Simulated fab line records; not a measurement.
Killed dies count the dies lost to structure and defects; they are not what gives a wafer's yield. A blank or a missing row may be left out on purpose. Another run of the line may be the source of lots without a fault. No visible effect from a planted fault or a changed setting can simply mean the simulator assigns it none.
fab line records -- flow sky130
record lots=13, wafers=39, last-day=50
route steps=708 shown FIELD_ISO@30 METAL5@662 PASSIVATION@681 PAD_OPEN@708
lots untouched by any fault: they come from a run of this same line in which no faults occurred
start-h: hours from the record's first day to the start of the lot's first wafer shown -- wait-h: hours elapsed since this lot's preceding step -- " repeats the value in the row above -- L1.1+2: a single row standing in for several wafers -- - value missing, or start not given -- * or withheld: withheld -- < > ~ a bound
route shown NAME@n: a module of which the file shows steps, and the number in the route of the first -- usual: the fault-free wafers' mean and standard deviation -- same: alike in all rows -- chamber/n: place in a boat -- sites: the reading at each site -- _std_site: their standard deviation -- _edge_site: mean of outer sites minus mean of inner sites -- radius-mm: for every site, how far away it sits from the centre of the wafer -- mask NAME#n: copy n -- behind: the most recent tool/chamber to have shaped the wafer -- hold: what put the lot on hold/how long, in hours/how the hold closed -- device: which transistor (n, p or np) failed to switch -- end of line: the route-end tests of the same wafers -- step lacking rows: just its recipe -- killed: count of dies lost to structure and defects at first sort (not the wafer's yield) -- map: a wafer's dies, x killed, . not, _ none there
set.NAME: the setting as run; set.NAME@STEP: as run at that earlier step -- model.NAME: the simulator's own value behind a step, which no gauge read
route steps across a sampled set of lots; one table per step, one row per wafer
services: from which hour (start-h, from the record's first day; less than 0 if before it) a tool's chamber was out of use, for how many hours, and why
## steps
# step SKY_FIELD_ISO_WET_ETCH_29
# recipe chemistry=H3PO4, target-depth-nm=160, target=Si3N4, temp-c=160, time-s=1825
lot.wafer,tool,chamber,start-h,wait-h
L472.1+2+3,wet-bench-03,0,33.21,0.0
L474.1+2+4,wet-bench-03,1,45.63,0.0
L476.1+2+4,wet-bench-03,2,56.83,0.0
L477.2+4+6,wet-bench-02,0,63.67,0.0
L478.1+3+4,wet-bench-04,0,66.50,0.0
L479.2+5+6,wet-bench-03,2,71.67,0.0
L484.2+5+6,wet-bench-03,0,98.27,0.0
L487.2+3+4,wet-bench-04,3,110.47,0.0
L488.3+5+6,wet-bench-02,2,117.39,0.0
L490.1+2+4,wet-bench-04,1,128.45,0.0
L491.2+3+5,wet-bench-04,1,132.26,0.0
L494.3+4+5,wet-bench-02,1,146.74,0.0
L495.3+4+5,wet-bench-02,1,151.82,0.0
# step SKY_METAL5_SPUTTER_01
# recipe material=TiN, target-thk-nm=20, power-w=6500, time-s=16.7, chamber-pressure-pa=0.4
# usual chamber-pressure-pa=0.4000/0.00082, throttle-valve-pct=30.0/1.1
lot.wafer,tool,chamber,start-h,wait-h,chamber-pressure-pa,throttle-valve-pct
L472.1,pvd-sputter-01,-,1006.79,0.0,0.4002,32.3
L472.2,pvd-sputter-01,-,1006.79,0.0,0.3995,29.4
L472.3,pvd-sputter-01,-,1006.79,0.0,0.3995,30.2
L474.1,pvd-sputter-01,-,1028.89,0.0,0.3996,30.0
L474.2,pvd-sputter-01,-,1028.89,0.0,0.3987,30.6
L474.4,pvd-sputter-01,-,1028.89,0.0,0.3997,30.6
L476.1,pvd-sputter-03,-,1038.90,0.0,0.4001,29.9
L476.2,pvd-sputter-03,-,1038.90,0.0,0.3990,29.7
L476.4,pvd-sputter-03,-,1038.90,0.0,0.3987,28.3
L477.2,pvd-sputter-02,-,1048.35,0.0,0.3997,30.8
L477.4,pvd-sputter-02,-,1048.35,0.0,0.4002,29.1
L477.6,pvd-sputter-02,-,1048.35,0.0,0.3984,31.0
L478.1,pvd-sputter-02,-,1049.00,0.0,0.4011,29.0
L478.3,pvd-sputter-02,-,1049.00,0.0,0.4012,31.1
L478.4,pvd-sputter-02,-,1049.00,0.0,0.4007,29.4
L479.2,pvd-sputter-01,-,1059.04,0.0,0.3990,31.0
L479.5,pvd-sputter-01,-,1059.04,0.0,0.4015,32.3
L479.6,pvd-sputter-01,-,1059.04,0.0,0.3991,30.9
L484.2,pvd-sputter-03,-,1088.82,0.0,0.3993,28.4
L484.5,pvd-sputter-03,-,1088.82,0.0,0.4006,28.6
L484.6,pvd-sputter-03,-,1088.82,0.0,0.4004,29.4
L487.2,pvd-sputter-01,-,1109.72,0.0,0.4011,29.9
L487.3,pvd-sputter-01,-,1109.72,0.0,0.4005,29.4
L487.4,pvd-sputter-01,-,1109.72,0.0,0.3999,32.5
L488.3,pvd-sputter-01,-,1112.05,0.0,0.4007,29.4
L488.5,pvd-sputter-01,-,1112.05,0.0,0.3999,32.2
L488.6,pvd-sputter-01,-,1112.05,0.0,0.4002,30.9
L490.1,pvd-sputter-01,-,1124.59,0.0,0.4001,29.5
L490.2,pvd-sputter-01,-,1124.59,0.0,0.4003,29.6
L490.4,pvd-sputter-01,-,1124.59,0.0,0.3978,32.0
L491.2,pvd-sputter-03,-,1125.00,0.0,0.3995,29.4
L491.3,pvd-sputter-03,-,1125.00,0.0,0.4008,30.1
L491.5,pvd-sputter-03,-,1125.00,0.0,0.4008,29.5
L494.3,pvd-sputter-03,-,1138.67,0.0,0.3997,29.3
L494.4,pvd-sputter-03,-,1138.67,0.0,0.4010,28.4
L494.5,pvd-sputter-03,-,1138.67,0.0,0.4005,29.2
L495.3,pvd-sputter-01,-,1146.29,0.0,0.4001,32.0
L495.4,pvd-sputter-01,-,1146.29,0.0,0.4001,29.9
L495.5,pvd-sputter-01,-,1146.29,0.0,0.4006,32.2
# step SKY_PASSIVATION_CVD_00
# recipe material=SiO2, target-thk-nm=90, temp-c=400, time-s=withheld, rf-w=600
# usual heater-power-w=644/73
lot.wafer,tool,chamber,start-h,wait-h,heater-power-w
L472.1,pecvd-03,1,1030.41,0.0,803
L472.2,pecvd-03,2,1030.41,0.0,567
L472.3,pecvd-03,0,1030.41,0.0,662
L474.1,pecvd-04,2,1051.74,0.0,660
L474.2,pecvd-04,0,1051.74,0.0,629
L474.4,pecvd-04,2,1051.74,0.0,693
L476.1,pecvd-03,1,1061.82,0.0,759
L476.2,pecvd-03,2,1061.82,0.0,637
L476.4,pecvd-03,2,1061.82,0.0,635
L477.2,pecvd-02,2,1070.78,0.0,567
L477.4,pecvd-02,0,1070.78,0.0,646
L477.6,pecvd-02,1,1070.78,0.0,690
L478.1,pecvd-03,0,1071.82,0.0,694
L478.3,pecvd-03,2,1071.82,0.0,556
L478.4,pecvd-03,2,1071.82,0.0,570
L479.2,pecvd-02,2,1081.12,0.0,560
L479.5,pecvd-02,2,1081.12,0.0,571
L479.6,pecvd-02,1,1081.12,0.0,648
L484.2,pecvd-03,2,1110.11,0.0,554
L484.5,pecvd-03,2,1110.11,0.0,565
L484.6,pecvd-03,0,1110.11,0.0,674
L487.2,pecvd-03,1,1130.43,0.0,756
L487.3,pecvd-03,2,1130.43,0.0,569
L487.4,pecvd-03,0,1130.43,0.0,706
L488.3,pecvd-04,0,1132.84,0.0,571
L488.5,pecvd-04,0,1132.84,0.0,576
L488.6,pecvd-04,2,1132.84,0.0,649
L490.1,pecvd-02,2,1144.52,0.0,548
L490.2,pecvd-02,1,1144.52,0.0,564
L490.4,pecvd-02,2,1144.52,0.0,558
L491.2,pecvd-04,0,1144.83,0.0,496
L491.3,pecvd-04,2,1144.83,0.0,626
L491.5,pecvd-04,2,1144.83,0.0,645
L494.3,pecvd-04,2,1157.77,0.0,654
L494.4,pecvd-04,0,1157.77,0.0,589
L494.5,pecvd-04,2,1157.77,0.0,638
L495.3,pecvd-03,0,1165.20,0.0,696
L495.4,pecvd-03,1,1165.20,0.0,690
L495.5,pecvd-03,0,1165.20,0.0,692
# step SKY_PASSIVATION_THK_MEAS_01
# recipe reads=SiO2_of_PASSIVATION_CVD_00
# usual PASSIVATION_CVD_00_THK=89.7/1.3
lot.wafer,tool,chamber,start-h,wait-h,PASSIVATION_CVD_00_THK[nm]
L472.1,film-metro-02,-,1030.43,-,89.3
L472.2,film-metro-02,-,1030.43,-,91.9
L472.3,film-metro-02,-,1030.43,-,91.0
L474.1,film-metro-01,-,1051.76,-,88.2
L474.2,film-metro-01,-,1051.76,-,89.5
L474.4,film-metro-01,-,1051.76,-,90.7
L476.1,film-metro-02,-,1061.85,-,90.0
L476.2,film-metro-02,-,1061.85,-,92.3
L476.4,film-metro-02,-,1061.85,-,93.0
L477.2,film-metro-04,-,1070.81,-,89.4
L477.4,film-metro-04,-,1070.81,-,90.3
L477.6,film-metro-04,-,1070.81,-,90.2
L478.1,film-metro-01,-,1071.85,-,88.5
L478.3,film-metro-01,-,1071.85,-,90.5
L478.4,film-metro-01,-,1071.85,-,91.4
L479.2,film-metro-02,-,1081.15,-,90.0
L479.5,film-metro-02,-,1081.15,-,91.0
L479.6,film-metro-02,-,1081.15,-,91.2
L484.2,film-metro-02,-,1110.15,-,91.2
L484.5,film-metro-02,-,1110.15,-,92.2
L484.6,film-metro-02,-,1110.15,-,92.0
L487.2,film-metro-02,-,1130.46,-,87.2
L487.3,film-metro-02,-,1130.46,-,89.2
L487.4,film-metro-02,-,1130.46,-,89.4
L488.3,film-metro-02,-,1132.88,-,88.6
L488.5,film-metro-02,-,1132.88,-,89.5
L488.6,film-metro-02,-,1132.88,-,90.0
L490.1,film-metro-02,-,1144.54,-,88.4
L490.2,film-metro-02,-,1144.54,-,88.0
L490.4,film-metro-02,-,1144.54,-,90.1
L491.2,film-metro-04,-,1144.86,-,88.6
L491.3,film-metro-04,-,1144.86,-,88.4
L491.5,film-metro-04,-,1144.86,-,89.2
L494.3,film-metro-02,-,1157.81,-,87.8
L494.4,film-metro-02,-,1157.81,-,89.4
L494.5,film-metro-02,-,1157.81,-,89.3
L495.3,film-metro-02,-,1165.24,-,87.8
L495.4,film-metro-02,-,1165.24,-,88.8
L495.5,film-metro-02,-,1165.24,-,90.8
# step SKY_PAD_OPEN_PROBE_99
# usual killed_at_M0_to_M3=42/7.2, killed_at_M4_up=3.5/1.8, killed-at-contacts=25/5.7, killed-at-front-end=16/4.6, killed-at-other=0.2/0.41, killed-dies=86/9.3, killed-open=47/6.3, killed-short=39/5.9
# same gross-dies=492, killed-at-back-side=0
lot.wafer,tool,chamber,start-h,wait-h,hold,killed_at_M0_to_M3,killed_at_M4_up,killed-at-contacts,killed-at-front-end,killed-at-other,killed-dies,killed-open,killed-short
L472.1,prober-02,-,1077.43,0.1,-,56,2,23,16,0,97,52,45
L472.2,prober-02,-,1077.48,0.1,-,45,2,23,13,0,83,33,50
L472.3,prober-02,-,1077.53,0.2,-,48,1,14,22,0,85,40,45
L474.1,prober-02,-,1097.32,0.1,-,42,3,32,18,0,95,51,44
L474.2,prober-02,-,1097.37,0.1,-,43,6,42,13,0,104,57,47
L474.4,prober-02,-,1097.47,0.2,-,41,3,27,16,0,87,49,38
L476.1,prober-01,-,1106.15,0.1,-,42,3,25,13,0,83,40,43
L476.2,prober-01,-,1106.20,0.1,-,47,6,21,21,0,95,45,50
L476.4,prober-01,-,1106.30,0.2,-,30,2,20,19,2,73,45,28
L477.2,prober-02,-,1114.44,0.1,-,47,5,27,23,1,103,57,46
L477.4,prober-02,-,1114.54,0.2,-,42,1,21,22,0,86,55,31
L477.6,prober-02,-,1114.64,0.2,-,41,3,27,14,1,86,46,40
L478.1,prober-01,-,1115.93,0.1,-,45,1,19,16,0,81,40,41
L478.3,prober-01,-,1116.03,0.2,-,33,3,24,24,0,84,45,39
L478.4,prober-01,-,1116.08,0.2,-,41,0,31,18,0,90,47,43
L479.2,prober-02,-,1125.67,0.1,-,49,3,23,18,0,93,52,41
L479.5,prober-02,-,1125.82,0.2,-,44,2,29,10,0,85,49,36
L479.6,prober-02,-,1125.87,0.2,-,32,4,39,17,1,93,54,39
L484.2,prober-01,-,1152.04,0.1,-,43,3,27,10,0,83,47,36
L484.5,prober-01,-,1152.19,0.2,-,42,5,19,19,1,86,49,37
L484.6,prober-01,-,1152.24,0.2,-,38,5,35,15,0,93,52,41
L487.2,prober-02,-,1169.88,0.1,await-dispo/5.4h/release,24,3,30,38,0,95,45,29
L487.3,prober-02,-,1169.93,0.2,await-dispo/5.4h/release,45,3,33,41,0,122,55,45
L487.4,prober-02,-,1169.98,0.2,await-dispo/5.4h/release,44,3,25,54,0,126,56,45
L488.3,prober-01,-,1171.75,0.2,-,46,6,21,24,0,97,57,40
L488.5,prober-01,-,1171.85,0.2,-,41,5,24,21,0,91,51,40
L488.6,prober-01,-,1171.90,0.2,-,52,5,27,15,0,99,58,41
L490.1,prober-01,-,1182.02,0.1,-,36,1,23,18,1,79,46,33
L490.2,prober-01,-,1182.07,0.1,-,29,2,41,16,1,89,47,42
L490.4,prober-01,-,1182.17,0.2,-,38,1,30,15,0,84,42,42
L491.2,prober-02,-,1183.40,0.1,-,43,3,24,15,0,85,47,38
L491.3,prober-02,-,1183.45,0.2,-,44,4,13,19,0,80,52,28
L491.5,prober-02,-,1183.55,0.2,-,51,1,24,21,0,97,47,50
L494.3,prober-01,-,1193.69,0.2,-,38,4,20,23,0,85,47,38
L494.4,prober-01,-,1193.74,0.2,-,38,5,26,7,0,76,45,31
L494.5,prober-01,-,1193.79,0.2,-,47,3,23,18,0,91,47,44
L495.3,prober-02,-,1200.72,0.2,-,42,3,15,15,0,75,45,30
L495.4,prober-02,-,1200.77,0.2,-,34,4,26,4,0,68,46,22
L495.5,prober-02,-,1200.82,0.2,-,40,3,26,10,1,80,48,32
# killed by level:class
L472.1 VIA1:geometric-particle:open=15 VIA2:geometric-particle:open=9 CONTACT:geometric-particle:open=7 METAL3:geometric-particle:short=7 METAL2:geometric-particle:short=6 VIA3:geometric-particle:open=6 POLY_GATE:geometric-particle:open=5 LOCAL_INTERCONNECT:geometric-particle:short=5
L472.2 METAL1:geometric-particle:short=8 METAL3:geometric-particle:short=7 CONTACT:geometric-particle:short=7 METAL2:geometric-particle:short=7 CONTACT:geometric-particle:open=6 VIA1:geometric-particle:open=6 VIA2:geometric-particle:open=4 VIA1:geometric-particle:short=4
L472.3 METAL1:geometric-particle:short=7 VIA1:geometric-particle:open=7 METAL2:geometric-particle:short=7 VIA2:geometric-particle:open=6 FIELD_ISO:geometric-particle:short=5 METAL3:geometric-particle:short=5 LI_CONTACT:geometric-particle:open=4 POLY_GATE:geometric-particle:short=4
L474.1 CONTACT:geometric-particle:open=13 VIA1:geometric-particle:open=10 CONTACT:geometric-particle:short=9 METAL2:geometric-particle:short=8 FIELD_ISO:geometric-particle:open=7 LOCAL_INTERCONNECT:geometric-particle:short=6 VIA2:geometric-particle:open=6 VIA1:geometric-particle:short=5
L474.2 CONTACT:geometric-particle:open=24 METAL2:geometric-particle:short=9 VIA3:geometric-particle:open=7 LOCAL_INTERCONNECT:geometric-particle:short=7 METAL4:geometric-particle:short=6 POLY_GATE:geometric-particle:open=5 CONTACT:geometric-particle:short=5 METAL3:geometric-particle:short=5
L474.4 CONTACT:geometric-particle:open=10 VIA1:geometric-particle:open=10 VIA3:geometric-particle:open=7 CONTACT:geometric-particle:short=5 METAL2:geometric-particle:short=5 METAL3:geometric-particle:short=5 POLY_GATE:geometric-particle:open=4 LI_CONTACT:geometric-particle:open=4
L476.1 VIA2:geometric-particle:open=13 LOCAL_INTERCONNECT:geometric-particle:short=7 METAL1:geometric-particle:short=6 VIA2:geometric-particle:short=6 LI_CONTACT:geometric-particle:open=5 CONTACT:geometric-particle:open=5 VIA3:geometric-particle:open=5 LI_CONTACT:geometric-particle:short=4
L476.2 VIA1:geometric-particle:open=11 VIA2:geometric-particle:open=8 CONTACT:geometric-particle:open=7 POLY_GATE:geometric-particle:short=6 FIELD_ISO:geometric-particle:short=5 METAL1:geometric-particle:short=5 LOCAL_INTERCONNECT:geometric-particle:short=5 VIA3:geometric-particle:open=5
L476.4 VIA1:geometric-particle:open=10 CONTACT:geometric-particle:open=10 METAL1:geometric-particle:short=7 VIA3:geometric-particle:open=5 FIELD_ISO:geometric-particle:open=4 POLY_GATE:geometric-particle:open=4 LOCAL_INTERCONNECT:geometric-particle:short=4 CONTACT:geometric-particle:short=3
L477.2 VIA1:geometric-particle:open=12 CONTACT:geometric-particle:open=11 VIA1:geometric-particle:short=8 VIA3:geometric-particle:open=8 FIELD_ISO:geometric-particle:open=7 LI_CONTACT:geometric-particle:open=7 CONTACT:geometric-particle:short=6 FIELD_ISO:geometric-particle:short=5
L477.4 VIA1:geometric-particle:open=12 CONTACT:geometric-particle:open=9 VIA3:geometric-particle:open=8 FIELD_ISO:geometric-particle:open=7 LOCAL_INTERCONNECT:geometric-particle:short=7 SPACER:geometric-particle:open=6 METAL1:geometric-particle:short=5 FIELD_ISO:geometric-particle:short=4
L477.6 VIA1:geometric-particle:open=13 CONTACT:geometric-particle:open=9 VIA2:geometric-particle:open=7 FIELD_ISO:geometric-particle:open=6 CONTACT:geometric-particle:short=6 VIA2:geometric-particle:short=6 LI_CONTACT:geometric-particle:short=5 LI_CONTACT:geometric-particle:open=5
L478.1 VIA2:geometric-particle:open=8 VIA3:geometric-particle:open=7 FIELD_ISO:geometric-particle:short=6 VIA1:geometric-particle:open=6 CONTACT:geometric-particle:open=6 METAL2:geometric-particle:short=6 FIELD_ISO:geometric-particle:open=5 VIA1:geometric-particle:short=5
L478.3 VIA1:geometric-particle:open=9 CONTACT:geometric-particle:open=8 CONTACT:geometric-particle:short=7 FIELD_ISO:geometric-particle:short=7 FIELD_ISO:geometric-particle:open=6 LI_CONTACT:geometric-particle:open=5 VIA2:geometric-particle:open=5 METAL1:geometric-particle:short=5
L478.4 LI_CONTACT:geometric-particle:open=9 CONTACT:geometric-particle:short=8 CONTACT:geometric-particle:open=7 VIA2:geometric-particle:open=7 VIA1:geometric-particle:open=7 POLY_GATE:geometric-particle:open=6 METAL2:geometric-particle:short=6 VIA3:geometric-particle:open=6
L479.2 VIA2:geometric-particle:open=11 VIA1:geometric-particle:open=9 CONTACT:geometric-particle:open=8 METAL1:geometric-particle:short=7 LI_CONTACT:geometric-particle:open=6 FIELD_ISO:geometric-particle:open=5 VIA1:geometric-particle:short=5 LOCAL_INTERCONNECT:geometric-particle:short=4
L479.5 VIA1:geometric-particle:open=15 CONTACT:geometric-particle:open=12 LI_CONTACT:geometric-particle:open=7 METAL2:geometric-particle:short=6 METAL1:geometric-particle:short=5 VIA1:geometric-particle:short=5 VIA3:geometric-particle:open=4 VIA2:geometric-particle:open=4
L479.6 CONTACT:geometric-particle:open=14 LI_CONTACT:geometric-particle:open=10 VIA2:geometric-particle:open=7 CONTACT:geometric-particle:short=6 LOCAL_INTERCONNECT:geometric-particle:short=6 VIA3:geometric-particle:open=5 FIELD_ISO:geometric-particle:short=4 POLY_GATE:geometric-particle:open=4
L484.2 CONTACT:geometric-particle:open=14 METAL1:geometric-particle:short=7 VIA2:geometric-particle:open=7 VIA3:geometric-particle:open=6 POLY_GATE:geometric-particle:short=4 LI_CONTACT:geometric-particle:open=4 VIA1:geometric-particle:open=4 METAL2:geometric-particle:short=4
L484.5 VIA1:geometric-particle:open=10 VIA3:geometric-particle:open=9 VIA2:geometric-particle:open=7 LOCAL_INTERCONNECT:geometric-particle:short=5 POLY_GATE:geometric-particle:short=5 FIELD_ISO:geometric-particle:open=4 FIELD_ISO:geometric-particle:short=4 LI_CONTACT:geometric-particle:open=4
L484.6 VIA1:geometric-particle:open=13 LI_CONTACT:geometric-particle:open=11 CONTACT:geometric-particle:open=9 LOCAL_INTERCONNECT:geometric-particle:short=5 CONTACT:geometric-particle:short=5 FIELD_ISO:geometric-particle:short=4 POLY_GATE:geometric-particle:short=4 METAL2:geometric-particle:short=4
L487.2 FIELD_ISO:unspecified=21 CONTACT:geometric-particle:open=12 LI_CONTACT:geometric-particle:open=8 VIA1:geometric-particle:open=7 LOCAL_INTERCONNECT:geometric-particle:short=5 VIA3:geometric-particle:open=5 POLY_GATE:geometric-particle:open=4 CONTACT:geometric-particle:short=4
L487.3 FIELD_ISO:unspecified=22 CONTACT:geometric-particle:open=18 VIA1:geometric-particle:open=12 POLY_GATE:geometric-particle:short=7 FIELD_ISO:geometric-particle:short=6 VIA2:geometric-particle:open=6 METAL2:geometric-particle:short=6 CONTACT:geometric-particle:short=5
L487.4 FIELD_ISO:unspecified=25 VIA3:geometric-particle:open=15 FIELD_ISO:geometric-particle:short=8 POLY_GATE:geometric-particle:short=8 CONTACT:geometric-particle:open=8 VIA1:geometric-particle:open=7 POLY_GATE:geometric-particle:open=6 VIA2:geometric-particle:open=6
L488.3 VIA1:geometric-particle:open=12 METAL1:geometric-particle:short=8 CONTACT:geometric-particle:open=7 VIA3:geometric-particle:open=7 FIELD_ISO:geometric-particle:open=6 VIA2:geometric-particle:open=6 POLY_GATE:geometric-particle:open=6 LI_CONTACT:geometric-particle:open=6
L488.5 CONTACT:geometric-particle:open=11 METAL1:geometric-particle:short=10 VIA3:geometric-particle:open=9 POLY_GATE:geometric-particle:short=8 LI_CONTACT:geometric-particle:open=7 VIA1:geometric-particle:open=7 FIELD_ISO:geometric-particle:open=4 VIA2:geometric-particle:open=4
L488.6 LI_CONTACT:geometric-particle:open=12 VIA1:geometric-particle:open=11 VIA2:geometric-particle:open=7 CONTACT:geometric-particle:open=7 METAL2:geometric-particle:short=6 VIA3:geometric-particle:open=5 METAL1:geometric-particle:open=5 METAL1:geometric-particle:short=5
L490.1 CONTACT:geometric-particle:open=10 VIA1:geometric-particle:open=8 VIA2:geometric-particle:open=8 VIA1:geometric-particle:short=7 LOCAL_INTERCONNECT:geometric-particle:short=5 METAL2:geometric-particle:short=5 FIELD_ISO:geometric-particle:short=4 POLY_GATE:geometric-particle:open=4
L490.2 LI_CONTACT:geometric-particle:open=12 LI_CONTACT:geometric-particle:short=8 CONTACT:geometric-particle:short=8 FIELD_ISO:geometric-particle:open=7 CONTACT:geometric-particle:open=6 VIA1:geometric-particle:open=6 VIA3:geometric-particle:open=6 LOCAL_INTERCONNECT:geometric-particle:short=5
L490.4 LI_CONTACT:geometric-particle:open=9 VIA1:geometric-particle:open=9 LOCAL_INTERCONNECT:geometric-particle:short=8 CONTACT:geometric-particle:open=8 VIA1:geometric-particle:short=7 VIA3:geometric-particle:open=6 METAL2:geometric-particle:short=5 FIELD_ISO:geometric-particle:short=4
L491.2 VIA1:geometric-particle:open=11 LI_CONTACT:geometric-particle:open=9 CONTACT:geometric-particle:open=7 VIA2:geometric-particle:open=7 FIELD_ISO:geometric-particle:short=5 VIA1:geometric-particle:short=4 METAL2:geometric-particle:short=4 LI_CONTACT:geometric-particle:short=3
L491.3 VIA1:geometric-particle:open=11 LI_CONTACT:geometric-particle:open=7 POLY_GATE:geometric-particle:open=6 VIA3:geometric-particle:open=6 VIA2:geometric-particle:open=6 FIELD_ISO:geometric-particle:short=4 POLY_GATE:geometric-particle:short=4 VIA3:geometric-particle:short=4
L491.5 VIA1:geometric-particle:open=11 VIA1:geometric-particle:short=7 VIA2:geometric-particle:open=7 LI_CONTACT:geometric-particle:open=6 METAL2:geometric-particle:short=6 VIA3:geometric-particle:short=5 POLY_GATE:geometric-particle:short=5 LOCAL_INTERCONNECT:geometric-particle:short=5
L494.3 VIA1:geometric-particle:open=17 FIELD_ISO:geometric-particle:short=7 LI_CONTACT:geometric-particle:open=7 POLY_GATE:geometric-particle:short=5 FIELD_ISO:geometric-particle:open=4 CONTACT:geometric-particle:short=4 CONTACT:geometric-particle:open=4 VIA2:geometric-particle:open=4
L494.4 CONTACT:geometric-particle:open=10 VIA1:geometric-particle:open=10 VIA3:geometric-particle:open=8 LI_CONTACT:geometric-particle:open=6 LOCAL_INTERCONNECT:geometric-particle:short=5 METAL2:geometric-particle:short=4 VIA2:geometric-particle:short=4 VIA2:geometric-particle:open=4
L494.5 VIA1:geometric-particle:open=11 VIA2:geometric-particle:open=9 CONTACT:geometric-particle:open=7 CONTACT:geometric-particle:short=7 VIA1:geometric-particle:short=6 VIA3:geometric-particle:open=6 FIELD_ISO:geometric-particle:short=5 FIELD_ISO:geometric-particle:open=5
L495.3 VIA2:geometric-particle:open=10 VIA1:geometric-particle:open=9 METAL1:geometric-particle:short=7 VIA3:geometric-particle:open=6 FIELD_ISO:geometric-particle:short=5 FIELD_ISO:geometric-particle:open=4 CONTACT:geometric-particle:open=4 VIA1:geometric-particle:short=4
L495.4 VIA1:geometric-particle:open=12 CONTACT:geometric-particle:open=9 LI_CONTACT:geometric-particle:open=9 VIA2:geometric-particle:open=7 VIA3:geometric-particle:short=4 LOCAL_INTERCONNECT:geometric-particle:short=4 VIA3:geometric-particle:open=4 METAL4:geometric-particle:short=3
L495.5 VIA1:geometric-particle:open=9 CONTACT:geometric-particle:open=9 VIA2:geometric-particle:open=8 METAL1:geometric-particle:short=6 LI_CONTACT:geometric-particle:open=6 CONTACT:geometric-particle:short=6 VIA3:geometric-particle:open=6 LOCAL_INTERCONNECT:geometric-particle:short=3
## services
tool,chamber,start-h,hours,kind
pecvd-03,-,35.77,2.8,pm
wet-bench-03,-,159.15,2.3,repair
pecvd-03,-,210.03,5.5,pm
pvd-sputter-01,-,239.91,8.8,repair
wet-bench-03,-,250.52,1.2,repair
pecvd-03,2,273.85,6.2,repair
pecvd-03,-,276.21,1.6,repair
pvd-sputter-01,-,289.10,0.6,repair
pvd-sputter-01,-,295.64,2.9,repair
pecvd-03,-,302.30,0.5,repair
pecvd-03,-,332.63,0.9,repair
pvd-sputter-01,-,361.26,3.8,repair
wet-bench-03,-,366.26,1.9,repair
pecvd-03,2,439.41,3.8,repair
pvd-sputter-01,-,497.73,8.0,repair
pvd-sputter-01,-,525.24,0.5,repair
pvd-sputter-01,-,532.19,2.1,repair
pvd-sputter-01,-,564.72,3.3,repair
pecvd-03,-,646.28,1.3,repair
pecvd-03,-,777.56,0.8,repair
pecvd-03,1,913.94,4.0,repair
pvd-sputter-01,-,981.76,1.7,repair
pecvd-03,0,1052.73,10.5,repair
pecvd-03,-,1131.77,2.8,pm
## key
first-sign step=SKY_PAD_OPEN_PROBE_99, reading=killed-at-front-end, direction=up, sigmas=6.2, usual=16, struck=44
effect step=SKY_PAD_OPEN_PROBE_99, reading=killed-dies, direction=up, sigmas=3, usual=86, struck=114
met-at SKY_FIELD_ISO_WET_ETCH_29
struck-lots L487
struck-wafers L487.2,L487.3,L487.4
tester-left-out L487
not-acting-at SKY_METAL5_SPUTTER_01,SKY_PASSIVATION_CVD_00,SKY_PASSIVATION_THK_MEAS_01
fault kind=chamber-particle-source, tool=wet-bench-04, chamber=3, onset-h=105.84, steps=SKY_FIELD_ISO_WET_ETCH_29, rate-per-visit-cm2=1.1721, end-h=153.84
# tester-left-out: of these lots the tester's yield and bins aren't shown, on N5 and GAA mostly nor the transistor test; their killed dies are dies lost to structure and defects alone, not to doping, threshold or leakage, so they don't give the yield
